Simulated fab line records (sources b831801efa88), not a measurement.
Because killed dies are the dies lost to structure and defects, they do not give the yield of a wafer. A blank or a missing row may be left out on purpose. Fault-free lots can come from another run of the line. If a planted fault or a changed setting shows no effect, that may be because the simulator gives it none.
Check of tool commonality :: flow gf180mcu :: 12 lots and 45 wafers in the sample

## WHY IT WAS OPENED
GF_VT_IMPLANT_RS_MEAS_47, reading NWELL_RS: flagged on 3 of 12 lots. No-fault wafers: 488.4 ohm/sq, standard deviation 1.2.
Rule: a lot is flagged in two cases, either no wafer of it has a number, or all its wafers with numbers fall more than 4 standard deviations from that mean. The other lots count as sound.

lot: L145
measured: day 7 13:17
on: film_metro-04
NWELL_RS (ohm/sq), wafer by wafer: 485.6 486.8 486.6
flag: 

lot: L147
measured: day 8 05:54
on: film_metro-02
NWELL_RS (ohm/sq), wafer by wafer: 490.1 489.6 489.7
flag: 

lot: L148
measured: day 8 12:46
on: film_metro-02
NWELL_RS (ohm/sq), wafer by wafer: 498.4 499.9 496.9 499.2 500.9 498.0
flag: FLAGGED

lot: L149
measured: day 8 15:28
on: film_metro-04
NWELL_RS (ohm/sq), wafer by wafer: 499.3 498.3 496.3 498.9 497.2 497.6
flag: FLAGGED

lot: L150
measured: day 8 21:34
on: film_metro-02
NWELL_RS (ohm/sq), wafer by wafer: 488.9 490.0 491.3
flag: 

lot: L151
measured: day 9 06:34
on: film_metro-04
NWELL_RS (ohm/sq), wafer by wafer: 496.8 496.4 499.0 497.9 496.9 497.8
flag: FLAGGED

lot: L159
measured: day 11 13:10
on: film_metro-01
NWELL_RS (ohm/sq), wafer by wafer: 488.6 489.9 488.4
flag: 

lot: L161
measured: day 11 23:50
on: film_metro-02
NWELL_RS (ohm/sq), wafer by wafer: 490.5 490.0 489.8
flag: 

lot: L162
measured: day 12 07:03
on: film_metro-02
NWELL_RS (ohm/sq), wafer by wafer: 489.7 489.0 489.0
flag: 

lot: L165
measured: day 13 03:44
on: film_metro-04
NWELL_RS (ohm/sq), wafer by wafer: 488.8 487.6 487.1
flag: 

lot: L166
measured: day 13 09:05
on: film_metro-01
NWELL_RS (ohm/sq), wafer by wafer: 488.2 488.7 487.7
flag: 

lot: L168
measured: day 13 23:22
on: film_metro-02
NWELL_RS (ohm/sq), wafer by wafer: 489.1 489.1 487.8
flag: 
On average the flagged lots' numbers are 498.1 ohm/sq, which is +9.7 ohm/sq against the usual, or +8 standard deviations.

## WHICH TOOL RAN EACH LOT
Before the reading, the record contains 2 process steps out of a 602-step route. Read each cell as the tool, then ch plus the chambers that the sampled wafers visited, then the start.
lot: L145
flag: 
GF_STI_CMP_25: cmp-02 ch 1,2,3, day 2 03:59
GF_NWELL_IMPLANT_08: implanter-02 ch 0, day 3 07:22

lot: L147
flag: 
GF_STI_CMP_25: cmp-02 ch 1,2,3, day 2 13:50
GF_NWELL_IMPLANT_08: implanter-02 ch 0, day 3 21:13

lot: L148
flag: FLAGGED
GF_STI_CMP_25: cmp-01 ch 2,3, day 2 20:33
GF_NWELL_IMPLANT_08: implanter-02 ch 0, day 4 01:17

lot: L149
flag: FLAGGED
GF_STI_CMP_25: cmp-01 ch 0,1,2, day 3 00:40
GF_NWELL_IMPLANT_08: implanter-02 ch 0, day 4 05:45

lot: L150
flag: 
GF_STI_CMP_25: cmp-02 ch 0,1,2, day 3 05:50
GF_NWELL_IMPLANT_08: implanter-03 ch 0, day 4 10:15

lot: L151
flag: FLAGGED
GF_STI_CMP_25: cmp-01 ch 1,3, day 3 11:37
GF_NWELL_IMPLANT_08: implanter-02 ch 0, day 4 16:09

lot: L159
flag: 
GF_STI_CMP_25: cmp-02 ch 0,1,2, day 5 04:07
GF_NWELL_IMPLANT_08: implanter-03 ch 0, day 6 13:30

lot: L161
flag: 
GF_STI_CMP_25: cmp-01 ch 1,2,3, day 5 14:38
GF_NWELL_IMPLANT_08: implanter-04 ch 0, day 6 23:02

lot: L162
flag: 
GF_STI_CMP_25: cmp-01 ch 1,2,3, day 5 20:10
GF_NWELL_IMPLANT_08: implanter-03 ch 0, day 7 05:50

lot: L165
flag: 
GF_STI_CMP_25: cmp-02 ch 1,2,3, day 6 12:35
GF_NWELL_IMPLANT_08: implanter-02 ch 0, day 7 22:25

lot: L166
flag: 
GF_STI_CMP_25: cmp-02 ch 2,3, day 6 15:11
GF_NWELL_IMPLANT_08: implanter-04 ch 0, day 8 02:00

lot: L168
flag: 
GF_STI_CMP_25: cmp-02 ch 1,2,3, day 7 01:50
GF_NWELL_IMPLANT_08: implanter-02 ch 0, day 8 13:11
What the steps here do:
- GF_STI_CMP_25: polishes, stops on Si3N4, t overpolish 33 s, target thk 524.6 nm.
- GF_NWELL_IMPLANT_08
- GF_VT_IMPLANT_RS_MEAS_47: measures by four-point-probe.

## FLAGGED OVER TOTAL, TOOL BY TOOL (the gauges that took the reading come last)
step: GF_STI_CMP_25
tool: cmp-01
lots run: 5
flagged: 3
share of the flagged lots: all
sound lots run after its first flagged lot: 2 (L161,L162)

step: GF_STI_CMP_25
tool: cmp-02
lots run: 7
flagged: 0
share of the flagged lots: none
sound lots run after its first flagged lot: -

step: GF_NWELL_IMPLANT_08
tool: implanter-02
lots run: 7
flagged: 3
share of the flagged lots: all
sound lots run after its first flagged lot: 2 (L165,L168)

step: GF_NWELL_IMPLANT_08
tool: implanter-03
lots run: 3
flagged: 0
share of the flagged lots: none
sound lots run after its first flagged lot: -

step: GF_NWELL_IMPLANT_08
tool: implanter-04
lots run: 2
flagged: 0
share of the flagged lots: none
sound lots run after its first flagged lot: -

step: GF_VT_IMPLANT_RS_MEAS_47
tool: film_metro-01
lots run: 2
flagged: 0
share of the flagged lots: none
sound lots run after its first flagged lot: -

step: GF_VT_IMPLANT_RS_MEAS_47
tool: film_metro-02
lots run: 6
flagged: 1
share of the flagged lots: some
sound lots run after its first flagged lot: 4 (L150,L161,L162,L168)

step: GF_VT_IMPLANT_RS_MEAS_47
tool: film_metro-04
lots run: 4
flagged: 2
share of the flagged lots: some
sound lots run after its first flagged lot: 1 (L165)

## WHAT THE TABLE PERMITS
Every flagged lot went through 2 rows of the table: cmp-01 at GF_STI_CMP_25 and implanter-02 at GF_NWELL_IMPLANT_08.
- cmp-01 at GF_STI_CMP_25 ran 5 lots, 3 of them flagged. Lots that were sound ran on it after the first flagged one (L161, L162); a persistent fault on the entire tool would not allow that.
- implanter-02 at GF_NWELL_IMPLANT_08 ran 7 lots, 3 of them flagged. Lots that were sound ran on it after the first flagged one (L165, L168); a persistent fault on the entire tool would not allow that. Its own readings (beam_energy_keV) fall more than 4 standard deviations out on all wafers of the flagged lots.
There is no row in the table that ran each flagged lot and no sound lot after the first.

## WHAT THE SIMULATOR HAD PUT IN
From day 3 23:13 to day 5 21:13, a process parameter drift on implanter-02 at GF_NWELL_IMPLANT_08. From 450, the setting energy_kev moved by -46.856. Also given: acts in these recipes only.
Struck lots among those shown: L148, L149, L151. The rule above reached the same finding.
